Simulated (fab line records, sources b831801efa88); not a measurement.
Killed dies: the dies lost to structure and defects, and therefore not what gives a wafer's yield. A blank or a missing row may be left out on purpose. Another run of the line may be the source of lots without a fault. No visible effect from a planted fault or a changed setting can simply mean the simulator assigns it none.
8D (eight disciplines) problem report, filled in by code | flow gf180mcu | the parts of the form that need people (team, actions taken, sign-off) are left out

== 1. THE ISSUE ==
Mean of chamber pressure Torr at GF_V3_CVD_23: 38.81 Torr across 6 wafers in 2 lots; on wafers with no fault it is 40.00 Torr (standard deviation 0.086). That is -14 standard deviations from the usual mean.
The step: deposits W, target thk 350 nm, time 104.9 s.
First seen on wafer L175.3, day 25 21:18, on cvd w-02. The record has a number at this step for 39 wafers belonging to 13 lots. Rule for "out" (also "out of limits"): further than 4 standard deviations from the usual mean. All remaining wafers that have a number are taken as sound.

== 2. WHAT IT IS, WHAT IT ISN'T ==
question                    | is                     | is not
which readings at this step | chamber pressure Torr  | heater power w
which lots                  | L175, L178             | L166, L167, L168, L169, L170, L182, L183, L186, L187, L188, L189
which wafers of those lots  | all that have a number | -
read on which tools         | cvd w-02               | cvd w-01
when                        | from day 25 21:18      | up to then (15 sound wafers); but 18 sound wafers of L182, L183, L186, L187, L188, L189 came after

== 3. WHAT RULES OUT EACH SUSPECT ==
Counting: any tool at a process step up to the reading is kept as a suspect provided that every lot that is out went through it and no sound lot did after the first of them.
- cvd w-02 at GF_V3_CVD_23 (deposits W, target thk 350 nm, time 104.9 s): ruled out as a lasting fault. Sound lots L186, L187, L188, L189 ran on it after its first lot that is out, L175 (day 25 21:18).
Left after counting: nothing in the record.

== 4. THE CAUSE (what the simulator had put in) ==
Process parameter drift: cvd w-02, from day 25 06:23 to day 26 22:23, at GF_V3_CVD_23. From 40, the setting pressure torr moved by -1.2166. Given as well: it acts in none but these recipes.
Counting ruled it out, wrongly.

== 5. SEQUENCE OF EFFECTS, ordered by route ==
Each row: a reading whose mean over the struck wafers that have a number lies more than 3 standard deviations from the usual. Readings are gone through only where the record gives a usual standard deviation; hours: the median, over the lots, of the time from a lot's start at the first step in this table giving one to that lot's start at this step; sigmas: the change measured in usual standard deviations.
hours | step         | reading               | usual      | on struck wafers | change | sigmas
0     | GF_V3_CVD_23 | chamber pressure Torr | 40.00 Torr | 38.81            | -1.19  | -14
Its process steps:
- GF_V3_CVD_23: deposits W, target thk 350 nm, time 104.9 s.

== 6. HOW IT WOULD HAVE BEEN CAUGHT EARLIER ==
15 hours passed between the start of the fault at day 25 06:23 and the first reading out of limits in this record, taken at day 25 21:18.
